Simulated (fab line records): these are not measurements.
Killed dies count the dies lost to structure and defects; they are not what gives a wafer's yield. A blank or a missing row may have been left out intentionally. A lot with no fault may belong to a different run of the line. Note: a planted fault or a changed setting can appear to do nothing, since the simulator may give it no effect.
Matching of chambers || flow gf180mcu || pecvd-04 running GF_CONTACT_CVD_02: 3 sister chambers
The step deposits SiO2 from TEOS, target thk 860 nm, time 95.992 s. 6 wafers are shown with their chamber, then 7 later ones without.

WAFERS PAIRED WITH THEIR CHAMBERS
{"wafer": "L349.3", "chamber": 0, "heater_power_w (W)": 745, "rf_fwd_power_W (W)": 596.8}
{"wafer": "L353.1", "chamber": 1, "heater_power_w (W)": 617, "rf_fwd_power_W (W)": 595.2}
{"wafer": "L353.2", "chamber": 2, "heater_power_w (W)": 702, "rf_fwd_power_W (W)": 596.3}
{"wafer": "L353.4", "chamber": 0, "heater_power_w (W)": 710, "rf_fwd_power_W (W)": 596.0}
{"wafer": "L359.3", "chamber": 2, "heater_power_w (W)": 737, "rf_fwd_power_W (W)": 595.0}
{"wafer": "L359.4", "chamber": 1, "heater_power_w (W)": 475, "rf_fwd_power_W (W)": 598.1}

WAFERS MISSING THEIR CHAMBER
{"wafer": "L359.6", "heater_power_w (W)": 751, "rf_fwd_power_W (W)": 595.3}
{"wafer": "L367.1", "heater_power_w (W)": 675, "rf_fwd_power_W (W)": 593.8}
{"wafer": "L367.4", "heater_power_w (W)": 642, "rf_fwd_power_W (W)": 596.5}
{"wafer": "L367.5", "heater_power_w (W)": 564, "rf_fwd_power_W (W)": 599.3}
{"wafer": "L368.3", "heater_power_w (W)": 722, "rf_fwd_power_W (W)": 596.9}
{"wafer": "L368.5", "heater_power_w (W)": 708, "rf_fwd_power_W (W)": 595.5}
{"wafer": "L368.6", "heater_power_w (W)": 589, "rf_fwd_power_W (W)": 596.8}

WHICH CHAMBER EACH ONE RAN IN
{"wafer": "L359.6", "from the rows above": "can't be placed: 2 or 0", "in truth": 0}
{"wafer": "L367.1", "from the rows above": "can't be placed: 2 or 0 or 1", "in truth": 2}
{"wafer": "L367.4", "from the rows above": "can't be placed: 0 or 2 or 1", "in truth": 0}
{"wafer": "L367.5", "from the rows above": "can't be placed: 1 or 0 or 2", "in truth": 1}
{"wafer": "L368.3", "from the rows above": "can't be placed: 0 or 2", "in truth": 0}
{"wafer": "L368.5", "from the rows above": "can't be placed: 2 or 0", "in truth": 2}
{"wafer": "L368.6", "from the rows above": "can't be placed: 1 or 0 or 2", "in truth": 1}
Placed correctly: 0 of 7. Unplaceable from these rows: 7, with the true chamber sitting among the candidates in 7. 0 placed wrongly.
How it was worked out, from the rows above alone: a wafer's distance from a chamber is the root of the sum, over the readings, of the square of ((its reading less the chamber's mean) divided by the reading's scatter). If the next closest chamber is less than 2 further off than the closest, the wafer can't be placed; otherwise it belongs to the closest. Each chamber's mean is taken over the wafers shown for it. How the scatter is found: for the shown wafers, subtract from each reading the mean of its chamber, square and add these, divide the total by (wafers less chambers), then take the root.
